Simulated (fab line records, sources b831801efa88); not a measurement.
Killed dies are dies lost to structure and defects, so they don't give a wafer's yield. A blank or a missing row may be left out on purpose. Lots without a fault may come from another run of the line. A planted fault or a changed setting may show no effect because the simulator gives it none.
fab line records | flow gf180mcu | part 2 of 2: steps 27 to 37 of 37
record lots=5 wafers=15 last_day=33
route steps=602 shown V2@388 M3@409
lots that met no fault: from a run of the same line without faults
start_h: hours from the record's first day to the start of the lot's first wafer shown | wait_h: hours since the lot's step before | " the same as in the row above | L1.1+2: a row that stands for several wafers | - no value, or no start given | * or withheld: withheld | < > ~ a bound
route shown NAME@n: a module of which the file shows steps, and the number in the route of the first | usual: mean/standard deviation of fault-free wafers | same: alike in all rows | chamber/n: place in a boat | sites: the reading at each site | _std_site: their standard deviation | _edge_site: outer sites' mean less inner sites' | radius_mm: how far each site lies from the wafer's centre | mask NAME#n: copy n | behind: the tool/chamber that last shaped the wafer | hold: why the lot was held/for how many hours/how that ended | device: the transistor (n, p or np) that didn't switch | end of line: the same wafers' tests at the end of the route | a step without rows: its recipe alone | killed: dies lost to structure and defects at the first sort, not the wafer's yield | map: a wafer's dies, x killed, . not, _ none there
set.NAME: the setting as run; set.NAME@STEP: as run at that earlier step | model.NAME: the simulator's own value behind a step, which no gauge read
lots at some steps of the route; a table a step, a row a wafer
services: from which hour (start_h, from the record's first day; less than 0 if before it) a tool's chamber was out of use, for how many hours, and why
## steps
# step GF_M3_RS_MEAS_05
# recipe thk_meas_gauge=four-point-probe reads=TiN_of_M3_SPUTTER_04+Ti_of_M3_SPUTTER_03+AlCu_of_M3_SPUTTER_02+TiN_of_M3_SPUTTER_01+Ti_of_M3_SPUTTER_00
# usual M3_ALCU_RS=0.0696/0.00076
# columns lot.wafer tool chamber start_h wait_h M3_ALCU_RS[ohm/sq]
L075.4 film_metro-01 - 485.17 0.1 0.0683
L075.5 " - " " 0.0680
L075.6 " - " " 0.0684
L079.1 film_metro-01 - 516.40 0.0 0.0689
L079.2 " - " " 0.0687
L079.4 " - " " 0.0701
L085.2 film_metro-04 - 565.80 0.0 0.0691
L085.3 " - " " 0.0701
L085.4 " - " " 0.0694
L091.2 film_metro-02 - 608.30 0.0 0.0709
L091.3 " - " " 0.0707
L091.6 " - " " 0.0706
L094.1 film_metro-04 - 628.48 0.0 0.0699
L094.2 " - " " 0.0707
L094.3 " - " " 0.0711
# step GF_M3_THK_MEAS_06
# recipe thk_meas_gauge=xrf reads=AlCu_of_M3_SPUTTER_02
# usual M3_ALCU_THK=452/5.6
# columns lot.wafer tool chamber start_h wait_h M3_ALCU_THK[nm]
L075.4 film_metro-01 - 485.26 0.1 459
L075.5 " - " " 458
L075.6 " - " " 460
L079.1 film_metro-01 - 516.52 0.1 456
L079.2 " - " " 456
L079.4 " - " " 448
L085.2 film_metro-04 - 565.91 0.1 452
L085.3 " - " " 448
L085.4 " - " " 452
L091.2 film_metro-02 - 608.41 0.1 441
L091.3 " - " " 445
L091.6 " - " " 446
L094.1 film_metro-04 - 628.60 0.1 449
L094.2 " - " " 445
L094.3 " - " " 443
# step GF_M3_DEHYDRATE_07
# recipe temp_c=200 time_s=60
# usual exhaust_pa=45.1/0.85
# columns lot.wafer tool chamber start_h wait_h exhaust_pa
L075.4 litho_track-04 0 496.33 11.1 46.1
L075.5 " 0 " " 44.9
L075.6 " 0 " " 45.7
L079.1 litho_track-02 0 527.76 11.2 44.7
L079.2 " 0 " " 45.0
L079.4 " 0 " " 44.8
L085.2 litho_track-03 0 575.90 10.0 45.1
L085.3 " 0 " " 43.7
L085.4 " 0 " " 45.2
L091.2 litho_track-04 0 617.97 9.6 43.7
L091.3 " 0 " " 44.8
L091.6 " 0 " " 44.6
L094.1 litho_track-04 0 638.05 9.4 45.5
L094.2 " 0 " " 44.7
L094.3 " 0 " " 45.9
# step GF_M3_HMDS_08
# recipe prime_time_s=60 prime_temp_c=120
# usual exhaust_pa=44.8/0.91
# columns lot.wafer tool chamber start_h wait_h exhaust_pa
L075.4 litho_track-04 0 496.48 0.1 44.5
L075.5 " 0 " " 44.4
L075.6 " 0 " " 45.2
L079.1 litho_track-02 0 527.91 0.1 45.0
L079.2 " 0 " " 44.3
L079.4 " 0 " " 44.1
L085.2 litho_track-03 0 576.05 0.1 46.1
L085.3 " 0 " " 45.9
L085.4 " 0 " " 44.4
L091.2 litho_track-04 0 618.12 0.1 46.4
L091.3 " 0 " " 45.9
L091.6 " 0 " " 45.3
L094.1 litho_track-04 0 638.20 0.1 44.4
L094.2 " 0 " " 45.1
L094.3 " 0 " " 43.7
# step GF_M3_COAT_09
# recipe resist=KrF spin_rpm=withheld resist_thk_nm=1000
# usual exhaust_pa=45.0/0.97
# columns lot.wafer tool chamber start_h wait_h exhaust_pa
L075.4 litho_track-04 0 496.63 0.1 44.7
L075.5 " 0 " " 45.4
L075.6 " 0 " " 45.1
L079.1 litho_track-02 0 528.06 0.1 45.8
L079.2 " 0 " " 44.7
L079.4 " 0 " " 45.4
L085.2 litho_track-03 0 576.20 0.1 44.9
L085.3 " 0 " " 42.5
L085.4 " 0 " " 43.9
L091.2 litho_track-04 0 618.27 0.1 44.7
L091.3 " 0 " " 45.0
L091.6 " 0 " " 44.6
L094.1 litho_track-04 0 638.35 0.1 46.2
L094.2 " 0 " " 45.1
L094.3 " 0 " " 45.9
# step GF_M3_SOFTBAKE_10
# recipe temp_c=130 time_s=57.8 resist=KrF
# usual exhaust_pa=45.1/0.86
# columns lot.wafer tool chamber start_h wait_h exhaust_pa
L075.4 litho_track-04 0 496.78 0.1 46.3
L075.5 " 0 " " 45.2
L075.6 " 0 " " 45.9
L079.1 litho_track-02 0 528.21 0.1 44.9
L079.2 " 0 " " 44.3
L079.4 " 0 " " 43.6
L085.2 litho_track-03 0 576.35 0.1 43.7
L085.3 " 0 " " 44.2
L085.4 " 0 " " 43.6
L091.2 litho_track-04 0 618.42 0.1 45.2
L091.3 " 0 " " 47.4
L091.6 " 0 " " 44.7
L094.1 litho_track-04 0 638.50 0.1 44.7
L094.2 " 0 " " 45.4
L094.3 " 0 " " 44.6
# step GF_M3_EXPOSE_11
# recipe mask_id=Metal3 target_cd_nm=280 na=0.68 source_shape=conventional sigma_outer=0.6 dose_mj=28
# columns lot.wafer tool chamber start_h wait_h mask
L075.4+5+6 krf_scanner-02 0 - - Metal3#0
L079.1+2+4 krf_scanner-02 0 - - Metal3#0
L085.2+3+4 krf_scanner-02 0 - - Metal3#0
L091.2+3+6 krf_scanner-02 0 - - Metal3#0
L094.1+2+3 krf_scanner-02 0 - - Metal3#0
# step GF_M3_PEB_12
# recipe peb_temp_c=135 peb_time_s=90 resist=KrF
# usual exhaust_pa=44.9/0.97
# columns lot.wafer tool chamber start_h wait_h exhaust_pa
L075.4 litho_track-03 0 - - 44.5
L075.5 " 0 " " 45.4
L075.6 " 0 " " 44.6
L079.1 litho_track-03 0 - - 44.2
L079.2 " 0 " " 43.2
L079.4 " 0 " " 44.8
L085.2 litho_track-02 0 - - 44.4
L085.3 " 0 " " 46.4
L085.4 " 0 " " 44.2
L091.2 litho_track-03 0 - - 44.2
L091.3 " 0 " " 42.7
L091.6 " 0 " " 42.9
L094.1 litho_track-03 0 - - 44.9
L094.2 " 0 " " 42.5
L094.3 " 0 " " 43.5
# step GF_M3_DEVELOP_13
# recipe develop_time_s=60 dev_temp_c=21
# usual exhaust_pa=45.1/0.81
# columns lot.wafer tool chamber start_h wait_h exhaust_pa
L075.4 litho_track-03 0 508.60 0.1 44.7
L075.5 " 0 " " 45.1
L075.6 " 0 " " 45.4
L079.1 litho_track-03 0 539.47 0.2 45.4
L079.2 " 0 " " 45.3
L079.4 " 0 " " 45.9
L085.2 litho_track-02 0 586.48 0.2 44.4
L085.3 " 0 " " 44.9
L085.4 " 0 " " 44.1
L091.2 litho_track-03 0 628.60 0.2 46.2
L091.3 " 0 " " 46.1
L091.6 " 0 " " 44.4
L094.1 litho_track-03 0 648.87 0.2 45.5
L094.2 " 0 " " 45.7
L094.3 " 0 " " 46.1
# step GF_M3_CD_MEAS_14
# recipe target_cd_nm=280
# usual cd_nm=280.2/1.3
# columns lot.wafer tool chamber start_h wait_h cd_nm
L075.4 cd_sem-02 - 508.74 0.1 277.9
L075.5 " - " " 277.3
L075.6 " - " " 277.7
L079.1 cd_sem-01 - 539.62 0.1 281.1
L079.2 " - " " 281.3
L079.4 " - " " 279.9
L085.2 cd_sem-01 - 586.63 0.1 281.1
L085.3 " - " " 279.9
L085.4 " - " " 279.9
L091.2 cd_sem-01 - 628.74 0.1 280.1
L091.3 " - " " 280.6
L091.6 " - " " 279.4
L094.1 cd_sem-02 - 649.02 0.1 278.3
L094.2 " - " " 279.1
L094.3 " - " " 278.0
# step GF_M3_OVL_MEAS_15
# usual M3_OVL=1/6.6
# columns lot.wafer tool chamber start_h wait_h M3_OVL[nm]
L075.4 overlay-02 - 508.81 0.1 2
L075.5 " - " " 1
L075.6 " - " " 5
L079.1 overlay-01 - 539.74 0.1 3
L079.2 " - " " 4
L079.4 " - " " 6
L085.2 overlay-02 - 586.73 0.1 9
L085.3 " - " " 1
L085.4 " - " " -2
L091.2 overlay-02 - 628.85 0.1 13
L091.3 " - " " -3
L091.6 " - " " 4
L094.1 overlay-02 - 649.14 0.1 10
L094.2 " - " " 4
L094.3 " - " " 12
## services
# columns tool chamber start_h hours kind
krf_scanner-02 - 450.72 0.8 pm
krf_scanner-01 - 457.54 0.6 repair
pvd_sputter-03 - 459.09 8.8 repair
cmp-02 - 460.99 3.2 repair
krf_scanner-01 - 462.60 1.3 pm
krf_scanner-02 - 468.30 1.0 pm
rie_diel-01 2 470.80 2.4 repair
krf_scanner-02 - 484.94 2.3 repair
krf_scanner-01 - 487.37 0.8 pm
pvd_sputter-01 - 493.40 5.9 repair
pvd_sputter-03 - 501.47 1.7 repair
pvd_sputter-01 - 524.12 5.0 repair
pvd_sputter-02 - 550.65 3.0 repair
krf_scanner-02 - 559.40 1.3 pm
rie_diel-01 - 566.65 0.9 repair
rie_diel-01 0 576.72 11.7 repair
pvd_sputter-02 - 576.99 2.1 repair
rie_diel-01 3 598.44 3.9 repair
cmp-02 - 611.90 1.1 repair
pvd_sputter-02 - 617.85 9.5 repair
krf_scanner-02 - 619.62 0.8 pm
krf_scanner-02 - 637.30 1.0 pm
wet_bench-04 - 642.51 4.4 pm
cvd_w-02 0 643.16 13.6 repair
